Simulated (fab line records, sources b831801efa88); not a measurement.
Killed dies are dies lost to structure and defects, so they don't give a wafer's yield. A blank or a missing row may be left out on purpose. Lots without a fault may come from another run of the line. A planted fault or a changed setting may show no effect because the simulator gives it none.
Which tool did it? | flow sky130 | 12 lots, 36 wafers sampled, at 3 steps of a route of 708

WHAT THE GAUGES READ, wafer by wafer
SKY_DNWELL_TW_MEAS_09.
lot  | measured    | on            | DNWELL_TW
L805 | day 3 10:28 | film_metro-01 | 1133 1128 1132
L806 | day 3 15:29 | film_metro-03 | 1111 1111 1108
L808 | day 4 02:55 | film_metro-01 | 1119 1115 1124
L810 | day 4 15:38 | film_metro-04 | 1123 1120 1125
L813 | day 5 05:23 | film_metro-03 | 1103 1102 1102
L814 | day 5 09:37 | film_metro-03 | 1104 1106 1108
L816 | day 5 22:06 | film_metro-03 | 1106 1108 1105
L819 | day 6 13:58 | film_metro-04 | 1123 1119 1122
L821 | day 7 00:24 | film_metro-01 | 1120 1122 1113
L824 | day 7 16:49 | film_metro-04 | 1135 1136 1132
L826 | day 8 02:28 | film_metro-04 | 1126 1119 1128
L827 | day 8 07:28 | film_metro-01 | 1124 1126 1118

SKY_LOCAL_INTERCONNECT_THK_MEAS_02: measures by xrf.
lot  | measured     | on            | LOCAL_INTERCONNECT_TIN_THK (nm)
L805 | day 30 10:01 | film_metro-04 | 101.0 100.0 100.2
L806 | day 30 07:20 | film_metro-02 | 99.4 98.8 98.7
L808 | day 30 17:54 | film_metro-04 | 101.8 102.7 101.6
L810 | day 31 17:02 | film_metro-04 | 101.8 100.4 100.7
L813 | day 32 04:50 | film_metro-02 | 98.9 99.8 99.0
L814 | day 32 17:17 | film_metro-03 | 102.1 101.8 102.1
L816 | day 33 08:25 | film_metro-04 | 100.8 101.9 101.0
L819 | day 34 04:25 | film_metro-04 | 102.9 100.7 101.8
L821 | day 34 20:02 | film_metro-02 | 100.9 102.1 100.7
L824 | day 35 13:31 | film_metro-02 | 101.2 101.8 101.7
L826 | day 36 02:04 | film_metro-03 | 100.0 101.0 100.0
L827 | day 36 14:13 | film_metro-04 | 100.4 100.3 100.7

WHICH TOOL RAN EACH LOT (tool, then ch and the chambers of the sampled wafers, then the start)
lot  | SKY_POLY_GATE_ETCH_17
L805 | rie_si-02 ch 0,1,3, day 17 14:50
L806 | rie_si-01 ch 0,2, day 17 12:52
L808 | rie_si-01 ch 1,2,3, day 17 23:20
L810 | rie_si-02 ch 1,2,3, day 19 03:47
L813 | rie_si-02 ch 0,2,3, day 19 19:56
L814 | rie_si-01 ch 0,2,3, day 20 07:14
L816 | rie_si-02 ch 0,1,3, day 20 23:15
L819 | rie_si-01 ch 1,2, day 21 22:05
L821 | rie_si-01 ch 0,1,3, day 22 17:22
L824 | rie_si-02 ch 0,1,2, day 23 14:54
L826 | rie_si-02 ch 1,2, day 24 03:29
L827 | rie_si-02 ch 2,3, day 24 16:47
- SKY_POLY_GATE_ETCH_17: etches poly-Si in HBr/Cl2, stops on SiO2, target depth 180 nm, time 70.5 s.

WHAT THE TOOLS THEMSELVES READ (means of the sampled wafers that have a number; where no wafer has one, the mark that the record gives instead)
SKY_POLY_GATE_ETCH_17.
lot  | tool      | bias_w (W) | drypump_motor_current_A (A) | oes_product_au (a.u.) | rf_fwd_power_W (W) | throttle_valve_pct (%)
L805 | rie_si-02 | 100.22     | 5.8                         | 0.977                 | 398.0              | 33.693
L806 | rie_si-01 | 100.38     | 5.2                         | 0.982                 | 397.2              | 33.687
L808 | rie_si-01 | 99.81      | 5.6                         | 0.978                 | 397.0              | 33.679
L810 | rie_si-02 | 99.70      | 5.6                         | 0.990                 | 397.0              | 33.683
L813 | rie_si-02 | 96.73      | 5.6                         | 0.985                 | 396.2              | 33.689
L814 | rie_si-01 | 99.98      | 5.1                         | 0.979                 | 398.0              | 33.681
L816 | rie_si-02 | 96.30      | 5.8                         | 0.978                 | 397.3              | 33.678
L819 | rie_si-01 | 99.96      | 5.9                         | 0.990                 | 397.3              | 33.688
L821 | rie_si-01 | 100.18     | 5.4                         | 0.985                 | 397.1              | 33.685
L824 | rie_si-02 | 100.10     | 5.6                         | 0.988                 | 397.2              | 33.689
L826 | rie_si-02 | 100.22     | 5.6                         | 0.982                 | 396.7              | 33.690
L827 | rie_si-02 | 99.57      | 5.7                         | 0.982                 | 397.2              | 33.687

THE ANSWER, worked out from the rows above alone
Rule: what is usual is taken from the lots themselves. Put in order of their means at a reading, lots are off if they are a third of the lots or fewer, leave a main group of 4 or more, and stand apart from it by a gap of 3 or more times the standard deviation of the main group's means; of several such gaps the widest counts. A main group whose means are all the same, to the digits that the tables above print for the reading, isn't used. A lot without any number at a reading at which 4 lots or more have one is off too. The other lots that the step has rows for count as sound. The gauges are gone through in route order, then the tools' own readings, and for those a lot's mean is taken as printed above. The first step at which some lot is off is used, and at that step the reading that is off furthest; a lot without a number counts as furthest.
Off: L813, L816, at SKY_POLY_GATE_ETCH_17 (bias_w). The main group: mean 100.01 W, standard deviation 0.24.
A tool fits if, at that step or a process step before it, it ran every lot that is off, and no sound lot after the first of them. None of those tried fits.

WHAT THE SIMULATOR HAD PUT IN
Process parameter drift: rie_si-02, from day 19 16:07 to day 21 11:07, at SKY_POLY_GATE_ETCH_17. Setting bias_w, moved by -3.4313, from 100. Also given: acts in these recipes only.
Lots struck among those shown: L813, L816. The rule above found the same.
